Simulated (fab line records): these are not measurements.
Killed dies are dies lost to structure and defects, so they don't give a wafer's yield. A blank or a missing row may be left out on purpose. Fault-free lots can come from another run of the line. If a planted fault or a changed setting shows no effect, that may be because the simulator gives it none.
Which tool was responsible? ; flow sky130 ; Sampling: 13 lots, 39 wafers, 4 of 708 route steps

WHAT EACH GAUGE READ, for each wafer
SKY_METAL4_OVL_MEAS_14.
lot;measured;on;METAL4_OVL (nm)
L446;day 41 22:41;overlay-02;3 3 0
L448;day 43 10:30;overlay-01;-5 3 -5
L450;day 43 11:15;overlay-02;-3 -1 -2
L449;day 43 15:20;overlay-01;-9 -1 -7
L451;day 43 16:09;overlay-01;-2 -4 -8
L452;day 43 19:04;overlay-01;-7 2 8
L453;day 44 21:38;overlay-02;-6 -11 -5
L454;day 44 22:36;overlay-02;-11 -7 -8
L456;day 45 02:06;overlay-02;0 -5 -1
L457;day 45 05:23;overlay-02;-1 -7 -7
L462;day 46 08:19;overlay-01;5 3 7
L463;day 46 19:16;overlay-01;-4 0 -1
L467;day 47 14:08;overlay-02;6 2 3

SKY_PASSIVATION_THK_MEAS_01.
lot;measured;on;PASSIVATION_CVD_00_THK (nm)
L446;day 44 01:25;film metro-01;90.3 91.3 91.1
L448;day 45 06:46;film metro-04;89.8 89.6 90.4
L450;day 45 08:45;film metro-02;88.5 89.0 90.5
L449;day 45 13:59;film metro-01;87.7 87.6 89.6
L451;day 45 15:22;film metro-01;88.3 88.6 89.1
L452;day 45 17:32;film metro-01;88.8 89.8 91.1
L453;day 46 18:09;film metro-04;90.0 90.8 91.3
L454;day 46 19:46;film metro-04;88.2 90.0 89.3
L456;day 46 23:39;film metro-04;90.0 88.3 90.9
L457;day 47 02:54;film metro-02;90.0 91.8 92.3
L462;day 48 02:43;film metro-04;89.1 87.5 90.3
L463;day 48 14:22;film metro-01;89.6 91.1 91.1
L467;day 49 06:31;film metro-02;88.2 90.4 91.7

SKY_PASSIVATION_THK_MEAS_03.
lot;measured;on;PASSIVATION_CVD_02_THK (nm)
L446;day 44 01:41;film metro-04;534 544 539
L448;day 45 07:03;film metro-04;537 548 546
L450;day 45 09:02;film metro-02;538 534 547
L449;day 45 14:17;film metro-01;539 547 549
L451;day 45 15:39;film metro-02;529 528 546
L452;day 45 17:50;film metro-02;536 530 543
L453;day 46 18:26;film metro-04;541 547 548
L454;day 46 20:04;film metro-01;535 540 536
L456;day 46 23:56;film metro-04;534 530 544
L457;day 47 03:11;film metro-02;527 544 540
L462;day 48 03:01;film metro-04;541 539 548
L463;day 48 14:40;film metro-04;530 547 550
L467;day 49 06:48;film metro-04;538 536 537

WHICH TOOL RAN EACH LOT (tool, then ch and the chambers of the sampled wafers, then the start)
lot;SKY_METAL5_SPUTTER_00
L446;pvd sputter-03, day 43 01:07
L448;pvd sputter-03, day 44 11:26
L450;pvd sputter-03, day 44 13:01
L449;pvd sputter-03, day 44 16:07
L451;pvd sputter-03, day 44 17:26
L452;pvd sputter-02, day 44 20:48
L453;pvd sputter-01, day 45 20:55
L454;pvd sputter-02, day 45 22:37
L456;pvd sputter-02, day 46 02:25
L457;pvd sputter-03, day 46 05:36
L462;pvd sputter-03, day 47 07:19
L463;pvd sputter-02, day 47 18:31
L467;pvd sputter-03, day 48 12:03
- SKY_METAL5_SPUTTER_00: material Ti, target thk 15 nm, time 10 s.

AS READ BY THE TOOLS THEMSELVES (means over the sampled wafers that have a number; for cases with no such wafer, the mark the record gives instead)
SKY_METAL5_SPUTTER_00.
lot;tool;cathode dc power W (W);chamber pressure pa (Pa);throttle valve pct (%)
L446;pvd sputter-03;3000.1;0.3999;30.5
L448;pvd sputter-03;2999.8;0.3994;30.2
L450;pvd sputter-03;3000.1;0.3999;30.5
L449;pvd sputter-03;3000.1;0.3996;30.2
L451;pvd sputter-03;3000.3;0.4003;30.3
L452;pvd sputter-02;2999.6;0.3993;30.1
L453;pvd sputter-01;3000.5;0.3999;30.4
L454;pvd sputter-02;2999.8;0.4004;30.2
L456;pvd sputter-02;-;-;-
L457;pvd sputter-03;-;-;-
L462;pvd sputter-03;2999.9;0.3996;30.5
L463;pvd sputter-02;3000.1;0.4000;30.1
L467;pvd sputter-03;2999.9;0.3997;30.8

THE ANSWER, worked out from the rows above alone
Rule: the lots themselves supply what counts as usual. The widest of any qualifying gaps counts: lots, ordered by their means at a reading, are off when they make up no more than a third of the lots, leave a main group of 4 or more, and stand apart from it by 3 or more times the standard deviation of that group's means. The tables above print the reading to a certain number of digits; a main group whose means all agree to those digits is not used. A lot without any number at a reading at which 4 lots or more have one is off too. Any other lot the step has rows for is counted as sound. First the gauges in route order, then the tools' own readings, where a lot's mean is used as printed above. The first step at which some lot is off is used, and at that step the reading that is off furthest; a lot without a number counts as furthest.
Off: L456, L457, at SKY_METAL5_SPUTTER_00 (cathode dc power W). Without a number there: L456, L457. For the main group the mean is 3000.0 W and the standard deviation 0.24.
If a tool, at that step or one of the process steps before it, ran each lot that is off and ran no sound lot following the first of them, it fits. None of those tried fits.

WHAT THE SIMULATOR HAD PUT IN
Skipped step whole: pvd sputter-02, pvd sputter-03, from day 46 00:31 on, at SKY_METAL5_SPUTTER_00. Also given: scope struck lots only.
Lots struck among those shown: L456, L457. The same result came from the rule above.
